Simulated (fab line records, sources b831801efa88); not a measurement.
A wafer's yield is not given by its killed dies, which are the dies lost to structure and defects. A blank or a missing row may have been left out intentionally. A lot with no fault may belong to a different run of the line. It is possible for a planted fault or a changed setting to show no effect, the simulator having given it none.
Comparing a struck lot with a sound one || flow gf180mcu || 14 out of 602 route steps
Sound: the wafers L532.3, L532.5, L532.6. The struck wafers were L541.1, L541.4, L541.5. The cause comes at the end.
Per side, at each step with rows, come the tool, then ch with its chambers, and then its first start. Under that, the readings that differ: sound wafers || struck wafers || difference of the means || sigmas: that difference in standard deviations of wafers without a fault.
alike: words and numbers the same on both sides, and readings whose means are apart by under 2 such deviations; not compared: readings that were withheld, readings missing a value for some wafer, numbers with overlapping values and no deviation given by the record, and bounds like >300 which may hide the same value.
Wherever a step has rows on one side only, a row that says differs or no value, or a row with sigmas, the two part there. Numbers that have no deviation but don't overlap get no sigmas and don't part them. A reading that every wafer of one side lacks parts them only if that side has two wafers or more.

GF_POLY_GATE_ETCH_13: etches poly-Si in HBr/Cl2, stops on SiO2, target depth 198.5 nm, time 69.6 s.
  sound on rieSi-02 ch 0,1,2, day 11 16:19; struck on rieSi-01 ch 1,3, day 14 05:37
  alike: drypumpMotorCurrentA, mfcCl2Sccm, oesProductAu, throttleValvePct
  not compared: rfHoursCounterH
GF_POLY_GATE_STRIP_14: strips in O2/N2.
  sound on plasmaAsher-04 ch 0,1, day 11 16:23; struck on plasmaAsher-04 ch 0,1, day 14 05:40
  alike: drypumpMotorCurrentA, heaterPowerW, oesProductAu
  not compared: rfHoursCounterH
then, 2 steps without rows for these wafers: GF_POLY_GATE_CLEAN_15 (cleans in SC1/SC2, time 150 s); GF_POLY_GATE_OXIDATION_16 (stabilise 600 s, purge 300 s, target thk 4 nm).
GF_POLY_GATE_THK_MEAS_17:
  sound on filmMetro-02, day 11 17:47; struck on filmMetro-02, day 14 07:04
  alike: POLY_GATE_OXIDATION_THK
GF_POLY_GATE_CD_MEAS_18:
  sound on cdSem-01, day 11 17:53; struck on cdSem-01, day 14 07:08
  alike: cdNm
then, 6 steps without rows for these wafers: GF_HV_LDD_DEHYDRATE_00 (time 60 s); GF_HV_LDD_HMDS_01 (prime time 60 s); GF_HV_LDD_COAT_02 (resist thk 1000 nm); GF_HV_LDD_SOFTBAKE_03 (time 60 s); GF_HV_LDD_EXPOSE_04 (exposes mask Nplus LV AREA, target cd 400 nm); GF_HV_LDD_PEB_05.
GF_HV_LDD_DEVELOP_06: develop time 60 s.
  struck on lithoTrack-03, day 15 04:09; sound on lithoTrack-02 ch 0, day 12 12:33
  no value came back on the struck wafers for chillPlateTempC (C), developTimeS (s); on the sound wafers chillPlateTempC (C) reads 23.01 22.88 22.99
GF_HV_LDD_CD_MEAS_07: target cd 400 nm.
  sound on cdSem-02, day 12 12:41; struck on cdSem-02, day 15 04:18
{"reading": "cdNm (nm)", "sound": "401.3 401.3 399.0", "struck": "- - -", "difference": "no value on the struck wafers", "sigmas": ""}

WHERE THEY PART
Earliest at GF_HV_LDD_DEVELOP_06; latest, in this record, at GF_HV_LDD_CD_MEAS_07.

WHY: what had been put in by the simulator
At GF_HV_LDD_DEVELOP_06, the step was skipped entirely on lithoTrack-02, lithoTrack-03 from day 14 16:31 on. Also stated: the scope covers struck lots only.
